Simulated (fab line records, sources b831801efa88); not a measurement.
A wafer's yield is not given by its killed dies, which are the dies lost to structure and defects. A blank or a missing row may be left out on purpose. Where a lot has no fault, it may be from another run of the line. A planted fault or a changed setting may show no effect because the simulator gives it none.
Lot-split experiment | flow sky130 | 5 lots, 23 wafers read, on a route of 708 steps

## SPLIT DETAILS
At SKY_METAL2_SPUTTER_02 (material AlCu, target thk 250 nm, time 13.3 s), the setting chamber-pressure-pa was moved away from the recipe's 0.4 Pa on 15 of the 23 wafers read, by -15.0% to +9.3%. All remaining wafers had this setting at the recipe value.

The split's own step is where the reading is taken.

## THE READING
AlCu_of_METAL2_SPUTTER_02.thk-nm (the simulator's own value, which no gauge read), in nm, at SKY_METAL2_SPUTTER_02 (material AlCu, target thk 250 nm, time 13.3 s). The file does not state a usual value for it. The 8 wafers here that ran the recipe average 250.2 nm, standard deviation 1.1 nm.

wafer  | tool, chamber at the split | chamber-pressure-pa as run, Pa | against the recipe | AlCu_of_METAL2_SPUTTER_02.thk-nm, nm | against lot-mates on the recipe
L074.2 | pvd-sputter-02, -          | 0.4                            | recipe             | 250.9                                | -
L074.3 | pvd-sputter-02, -          | 0.4                            | recipe             | 248.3                                | -
L074.4 | pvd-sputter-02, -          | 0.4                            | recipe             | 250.4                                | -
L074.5 | pvd-sputter-02, -          | 0.4                            | recipe             | 248.9                                | -
L074.6 | pvd-sputter-02, -          | 0.4                            | recipe             | 249.8                                | -
L078.1 | pvd-sputter-01, -          | 0.4                            | recipe             | 250.9                                | -
L078.3 | pvd-sputter-01, -          | 0.4                            | recipe             | 251.6                                | -
L078.4 | pvd-sputter-01, -          | 0.4                            | recipe             | 251                                  | -
L080.1 | pvd-sputter-01, -          | 0.34                           | -15.0%             | 255.9                                | no lot-mate on the recipe
L080.3 | pvd-sputter-01, -          | 0.34                           | -15.0%             | 254.7                                | no lot-mate on the recipe
L080.6 | pvd-sputter-01, -          | 0.34                           | -15.0%             | 254.7                                | no lot-mate on the recipe
L080.4 | pvd-sputter-01, -          | 0.34                           | -15.0%             | 253.7                                | no lot-mate on the recipe
L080.5 | pvd-sputter-01, -          | 0.34                           | -15.0%             | 253.6                                | no lot-mate on the recipe
L083.1 | pvd-sputter-02, -          | 0.4373                         | +9.3%              | 250.2                                | no lot-mate on the recipe
L083.2 | pvd-sputter-02, -          | 0.4373                         | +9.3%              | 243.9                                | no lot-mate on the recipe
L083.3 | pvd-sputter-02, -          | 0.4373                         | +9.3%              | 246.1                                | no lot-mate on the recipe
L083.4 | pvd-sputter-02, -          | 0.4373                         | +9.3%              | 244.4                                | no lot-mate on the recipe
L083.6 | pvd-sputter-02, -          | 0.4373                         | +9.3%              | 246.9                                | no lot-mate on the recipe
L082.1 | pvd-sputter-04, -          | 0.34                           | -15.0%             | 259.4                                | no lot-mate on the recipe
L082.2 | pvd-sputter-04, -          | 0.34                           | -15.0%             | 262.2                                | no lot-mate on the recipe
L082.3 | pvd-sputter-04, -          | 0.34                           | -15.0%             | 261.9                                | no lot-mate on the recipe
L082.4 | pvd-sputter-04, -          | 0.34                           | -15.0%             | 260.3                                | no lot-mate on the recipe
L082.6 | pvd-sputter-04, -          | 0.34                           | -15.0%             | 260.2                                | no lot-mate on the recipe

THE FIT
A straight line over all 23 wafers: AlCu_of_METAL2_SPUTTER_02.thk-nm changes by -0.474 nm for each +1% of chamber-pressure-pa; r = -0.88; the points scatter about the line by 2.6 nm.
Too few moved wafers have a lot-mate on the recipe to fit a line with each lot's own level taken away.

## THE FILE'S OWN FIT
AlCu_of_METAL2_SPUTTER_02.thk-nm changes by -0.474 nm for each +1% of chamber-pressure-pa, r = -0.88.
